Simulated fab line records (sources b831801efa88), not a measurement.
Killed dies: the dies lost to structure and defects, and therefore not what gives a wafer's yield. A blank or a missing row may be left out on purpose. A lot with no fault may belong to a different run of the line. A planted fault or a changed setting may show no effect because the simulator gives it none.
The tool behind it: which one?	flow gf180mcu	14 lots with 42 wafers sampled at 4 steps, on a route of 602 steps

## WHAT THE GAUGES SHOWED, per wafer
GF_V3_CD_MEAS_14: the cd target is 260 nm. Usual: cd nm reads 259.9 nm (standard deviation 1).
lot	measured	on	cd nm (nm)	flag
L263	day 22 09:09	cd sem-02	261.2 260.6 260.5	
L264	day 22 17:11	cd sem-02	260.4 260.8 260.2	
L265	day 23 05:36	cd sem-02	260.4 259.7 261.2	
L268	day 24 08:08	cd sem-01	257.5 258.8 258.1	
L271	day 25 03:44	cd sem-01	260.8 259.4 260.7	
L273	day 25 22:44	cd sem-01	260.3 260.9 260.5	
L274	day 26 11:53	cd sem-01	259.3 259.1 258.6	
L279	day 27 15:10	cd sem-02	259.8 259.6 260.7	
L280	day 28 01:15	cd sem-02	261.6 262.0 261.9	
L281	day 28 07:26	cd sem-01	260.8 260.6 261.0	
L282	day 28 14:41	cd sem-02	258.6 259.8 259.5	
L283	day 28 23:50	cd sem-02	259.1 260.0 260.0	
L284	day 29 05:17	cd sem-01	259.9 260.0 258.8	
L285	day 29 07:37	cd sem-02	262.2 261.7 260.8	

GF_M4_RS_MEAS_05: the measuring method here is four-point-probe. Usual: M4_ALCU_RS typically reads 0.0696 ohm/sq, with standard deviation 0.00091.
lot	measured	on	M4_ALCU_RS (ohm/sq)	flag
L263	day 22 10:53	film metro-01	0.0706 0.0703 0.0695	
L264	day 22 19:02	film metro-01	0.0690 0.0694 0.0692	
L265	day 23 07:20	film metro-01	0.0692 0.0693 0.0688	
L268	day 24 09:54	film metro-03	0.0696 0.0699 0.0713	
L271	day 25 05:28	film metro-01	0.0699 0.0687 0.0688	
L273	day 26 00:30	film metro-01	0.0692 0.0680 0.0676	
L274	day 26 13:37	film metro-02	0.0727 0.0708 0.0730	
L279	day 27 16:56	film metro-01	0.0696 0.0705 0.0692	
L280	day 28 02:59	film metro-03	0.0692 0.0702 0.0690	
L281	day 28 09:10	film metro-01	0.0693 0.0703 0.0693	
L282	day 28 16:25	film metro-02	0.0701 0.0709 0.0710	
L283	day 29 01:34	film metro-03	0.0701 0.0690 0.0703	
L284	day 29 07:01	film metro-01	0.0693 0.0685 0.0688	
L285	day 29 09:21	film metro-01	0.0705 0.0705 0.0692	

GF_V4_BOW_MEAS_05. Usual: V4_BOW typically reads 135 um, with standard deviation 8.4.
lot	measured	on	V4_BOW (um)	flag
L263	day 23 11:10	film metro-04	126 128 131	
L264	day 23 19:04	film metro-04	131 130 141	
L265	day 24 07:14	film metro-01	129 130 137	
L268	day 25 09:25	film metro-04	138 132 135	
L271	day 26 03:32	film metro-01	142 129 137	
L279	day 28 14:00	film metro-01	135 146 150	
L280	day 28 22:54	film metro-04	133 131 119	
L281	day 29 05:50	film metro-01	133 132 138	
L282	day 29 13:05	film metro-01	130 125 124	
L283	day 29 22:04	film metro-04	128 129 130	
L284	day 30 02:35	film metro-02	153 155 151	
L285	day 30 05:57	film metro-01	130 122 139	

## TOOL THAT RAN EACH LOT (tool first, then ch and the chambers of the sampled wafers, then the start)
lot	GF_M4_DEVELOP_13
L263	litho track-02 ch 0, day 23 09:40
L264	litho track-01 ch 0, day 23 17:33
L265	litho track-02 ch 0, day 24 05:41
L268	litho track-02 ch 0, day 25 07:53
L271	litho track-03 ch 0, day 26 01:50
L273	litho track-02, day 26 20:56
L274	litho track-02, day 27 10:25
L279	litho track-02 ch 0, day 28 12:23
L280	litho track-02 ch 0, day 28 21:21
L281	litho track-03 ch 0, day 29 04:08
L282	litho track-01 ch 0, day 29 11:34
L283	litho track-01 ch 0, day 29 20:13
L284	litho track-02 ch 0, day 30 00:50
L285	litho track-01 ch 0, day 30 04:01
- GF_M4_DEVELOP_13: develop time 60 s.

## AS READ BY THE TOOLS THEMSELVES (means over the sampled wafers that have a number; for cases with no such wafer, the mark the record gives instead)
GF_M4_DEVELOP_13. Usual: chill plate temp C 22.96 C, standard deviation 0.11; exhaust pa 45.0 Pa, standard deviation 0.95; resist line temp C 23.00 C, standard deviation 0.099.
lot	tool	chill plate temp C (C)	exhaust pa (Pa)	resist line temp C (C)	flag
L263	litho track-02	22.99	43.9	23.11	
L264	litho track-01	23.02	44.4	22.91	
L265	litho track-02	22.96	44.7	23.11	
L268	litho track-02	22.90	44.1	23.09	
L271	litho track-03	23.14	44.7	23.08	
L273	litho track-02	-	-	-	OFF
L274	litho track-02	-	-	-	OFF
L279	litho track-02	22.84	45.4	23.10	
L280	litho track-02	23.10	45.4	23.07	
L281	litho track-03	23.01	46.9	22.97	
L282	litho track-01	22.99	43.8	22.95	
L283	litho track-01	23.03	46.1	23.04	
L284	litho track-02	22.92	45.0	23.10	
L285	litho track-01	22.99	46.0	22.87	

## THE ANSWER, worked out from the rows above alone
Rule: lot off if the mean of its wafers having a number is beyond 3 standard deviations from the usual mean. A lot without any number at a reading at which 4 lots or more have one is off too. The other lots that the step has rows for count as sound. First the gauges in route order, then the tools' own readings, where a lot's mean is used as printed above. The first step at which some lot is off is used, and at that step the reading that is off furthest; a lot without a number counts as furthest.
Off at GF_M4_DEVELOP_13 (chill plate temp C): L273, L274. Without a number there: L273, L274.
If a tool, at that step or one of the process steps before it, ran each lot that is off and ran no sound lot following the first of them, it fits. Of those tried, none fits.

## WHAT WAS PUT IN BY THE SIMULATOR
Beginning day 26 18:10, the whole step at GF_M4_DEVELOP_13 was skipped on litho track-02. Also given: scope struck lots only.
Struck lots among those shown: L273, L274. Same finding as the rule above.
